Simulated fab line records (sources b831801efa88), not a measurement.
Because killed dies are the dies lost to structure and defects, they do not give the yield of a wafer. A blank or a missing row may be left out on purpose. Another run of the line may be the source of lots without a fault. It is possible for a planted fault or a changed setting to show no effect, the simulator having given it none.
Problem report in the 8D (eight disciplines) form, filled by code	flow sky130	the parts of the form that need people (team, actions taken, sign-off) are left out

## 1. WHAT IS WRONG
Across 9 wafers from 3 lots, VT_ADJUST_LVTN_TW at SKY_VT_ADJUST_LVTN_TW_MEAS_10 averages 197.6, while fault-free wafers read 241.8 with a standard deviation of 1.7. That is -26 standard deviations from the usual mean.
The first sign was on wafer L154.1 at day 11 17:46, on film metro-04. The record has a number at this step for 39 wafers belonging to 13 lots. By rule, "out" or "out of limits" means more than 4 standard deviations away from the usual mean. The other wafers with a number count as sound.

## 2. WHAT IT IS AND WHAT IT IS NOT
question	is	is not
which readings at this step	VT_ADJUST_LVTN_TW	-
which lots	L154, L155, L156	L136, L137, L140, L143, L144, L145, L147, L149, L158, L159
which wafers of those lots	all that have a number	-
read on which gauges	film metro-01, film metro-02, film metro-04	-
when	from day 11 17:46	up to then (24 sound wafers); but 6 sound wafers of L158, L159 came after

## 3. WHAT RULES OUT EACH SUSPECT
Counting: any tool at a process step up to the reading is kept as a suspect provided that every lot that is out went through it and no sound lot did after the first of them.
- ruled out: the gauge at SKY_VT_ADJUST_LVTN_TW_MEAS_10. The wafers that are out were read on 3 gauges (film metro-01, film metro-02, film metro-04).
- implanter-04 at SKY_VT_ADJUST_LVTN_IMPLANT_08: kept. Every lot that is out went through it, starting with L154 (day 11 17:31), and after that it ran no sound lot; the last sound lot it ran before then is L147 (day 10 06:40). Out on those wafers are its own readings of dose ions cm2, faraday current uA.
The count leaves implanter-04 at SKY_VT_ADJUST_LVTN_IMPLANT_08.

## 4. THE CAUSE (what the simulator had put in)
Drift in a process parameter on implanter-04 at SKY_VT_ADJUST_LVTN_IMPLANT_08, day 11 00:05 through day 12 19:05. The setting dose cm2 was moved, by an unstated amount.
Counting left only this tool.

## 5. SEQUENCE OF EFFECTS, ordered by route
Each row: a reading where the mean over the struck wafers with a number is more than 3 standard deviations away from the usual. Readings are gone through only where the record gives a usual standard deviation; hours: the median, over the lots, of the time from a lot's start at the first step in this table giving one to that lot's start at this step; sigmas: the change measured in usual standard deviations.
hours	step	reading	usual	on struck wafers	change	sigmas
0	SKY_VT_ADJUST_LVTN_IMPLANT_08	dose ions cm2	1.5699e+12	7.7072e+11	-7.9918e+11	-99 or more
0	SKY_VT_ADJUST_LVTN_IMPLANT_08	faraday current uA	8.86	4.29	-4.57	-25
0	SKY_VT_ADJUST_LVTN_TW_MEAS_10	VT_ADJUST_LVTN_TW	241.8	197.6	-44.2	-26
It contains these process steps:
- SKY_VT_ADJUST_LVTN_IMPLANT_08

## 6. WHAT WOULD HAVE CAUGHT IT SOONER
The first out-of-limits reading at a measuring or inspecting step in this record came at day 11 17:46, 18 hours after the fault's start at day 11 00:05.
The tool's own readings at SKY_VT_ADJUST_LVTN_IMPLANT_08 were out on every struck wafer that the step has a row for (dose ions cm2, faraday current uA): an alarm limit on them would have fired on the first of those.
Among the 3 lots that are out, L155, L156 began SKY_VT_ADJUST_LVTN_IMPLANT_08 on implanter-04 after day 11 17:46. A hold on the tool at that time would have spared those 2.
